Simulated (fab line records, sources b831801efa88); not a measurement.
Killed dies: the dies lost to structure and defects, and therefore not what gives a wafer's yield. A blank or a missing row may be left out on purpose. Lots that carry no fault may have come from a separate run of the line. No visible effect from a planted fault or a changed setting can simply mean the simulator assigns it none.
Which tool is to blame? | flow sky130 | 11 lots, 33 wafers sampled, at 4 steps of a route of 708

## WHAT THE GAUGES READ, wafer by wafer
SKY_CAPM_THK_MEAS_01.
lot  | measured     | on            | CAPM_CVD_00_THK (nm)
L879 | day 37 12:54 | film-metro-03 | 15.20 15.59 15.84
L880 | day 37 21:50 | film-metro-01 | 15.75 15.76 15.77
L881 | day 38 19:31 | film-metro-04 | 15.05 14.92 15.23
L884 | day 39 04:37 | film-metro-01 | 15.91 15.70 15.46
L885 | day 39 18:04 | film-metro-03 | 15.21 15.09 15.24
L886 | day 39 20:18 | film-metro-04 | 15.45 15.81 15.98
L889 | day 40 21:14 | film-metro-01 | 15.21 8.79 8.61
L888 | day 40 23:06 | film-metro-04 | 15.70 15.89 15.91
L890 | day 41 03:22 | film-metro-03 | 15.29 15.61 15.74
L891 | day 41 21:38 | film-metro-03 | 15.41 8.56 8.83
L899 | day 43 04:02 | film-metro-03 | 15.41 15.55 15.71

## WHICH TOOL RAN EACH LOT (tool, then ch and the chambers of the sampled wafers, then the start)
lot  | SKY_METAL2_ETCH_18                | SKY_METAL3_SPUTTER_01        | SKY_CAPM_CVD_00
L879 | rie-metal-03 ch 0,1, day 36 08:08 | pvd-sputter-03, day 37 12:44 | pecvd-04 ch 0,2, day 37 12:52
L880 | rie-metal-04 ch 0,1, day 36 16:04 | pvd-sputter-03, day 37 21:41 | pecvd-03 ch 0,1,2, day 37 21:49
L881 | rie-metal-04 ch 0,1, day 37 14:42 | pvd-sputter-01, day 38 19:20 | pecvd-04 ch 1,2, day 38 19:29
L884 | rie-metal-02 ch 1, day 37 21:23   | pvd-sputter-03, day 39 04:28 | pecvd-03 ch 0,1,2, day 39 04:35
L885 | rie-metal-02 ch 1, day 38 14:08   | pvd-sputter-01, day 39 17:55 | pecvd-04 ch 0,1, day 39 18:02
L886 | rie-metal-04 ch 0,1, day 38 16:51 | pvd-sputter-01, day 39 20:08 | pecvd-03 ch 0,1,2, day 39 20:16
L889 | rie-metal-02 ch 0,1, day 39 17:14 | pvd-sputter-01, day 40 21:04 | pecvd-04 ch 0,1, day 40 21:12
L888 | rie-metal-02 ch 0,1, day 39 19:26 | pvd-sputter-03, day 40 22:56 | pecvd-03 ch 0,1, day 40 23:04
L890 | rie-metal-04 ch 0,1, day 40 00:02 | pvd-sputter-01, day 41 03:13 | pecvd-03 ch 0,1, day 41 03:20
L891 | rie-metal-02 ch 0,1, day 40 18:16 | pvd-sputter-02, day 41 21:29 | pecvd-04 ch 0,1, day 41 21:37
L899 | rie-metal-03 ch 0,1, day 42 01:49 | pvd-sputter-02, day 43 03:52 | pecvd-03 ch 0,1, day 43 04:00
- SKY_METAL2_ETCH_18: etches BARC in N2/H2, stops on SiO2, time 45.9 s, target depth 60 nm.
- SKY_METAL3_SPUTTER_01: material TiN, target thk 20 nm, time 16.7 s.
- SKY_CAPM_CVD_00: deposits SiO2, target thk 15.5 nm.

## THE ANSWER, worked out from the rows above alone
Rule: the lots themselves supply what counts as usual. Put in order of their means at a reading, lots are off if they are a third of the lots or fewer, leave a main group of 4 or more, and stand apart from it by a gap of 3 or more times the standard deviation of the main group's means; of several such gaps the widest counts. If all means in a main group match to the digits the tables above print for the reading, that group is not used. A lot without any number at a reading at which 4 lots or more have one is off too. Any other lot the step has rows for is counted as sound.
Off: L889, L891, seen at SKY_CAPM_THK_MEAS_01 (CAPM_CVD_00_THK). For the main group the mean is 15.55 nm and the standard deviation 0.25.
A tool fits if, at a process step before that reading, it ran every lot that is off, and no sound lot after the first of them. The gauges at SKY_CAPM_THK_MEAS_01 are tried like those tools. One fits: SKY_CAPM_CVD_00 on pecvd-04. Its last sound lot is L885 (day 39 18:02), its first lot that is off L889 (day 40 21:12): a fault that began between those two fits.

## WHAT HAD BEEN PUT IN BY THE SIMULATOR
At SKY_CAPM_CVD_00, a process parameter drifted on pecvd-04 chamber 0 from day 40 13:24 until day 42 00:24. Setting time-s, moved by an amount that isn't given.
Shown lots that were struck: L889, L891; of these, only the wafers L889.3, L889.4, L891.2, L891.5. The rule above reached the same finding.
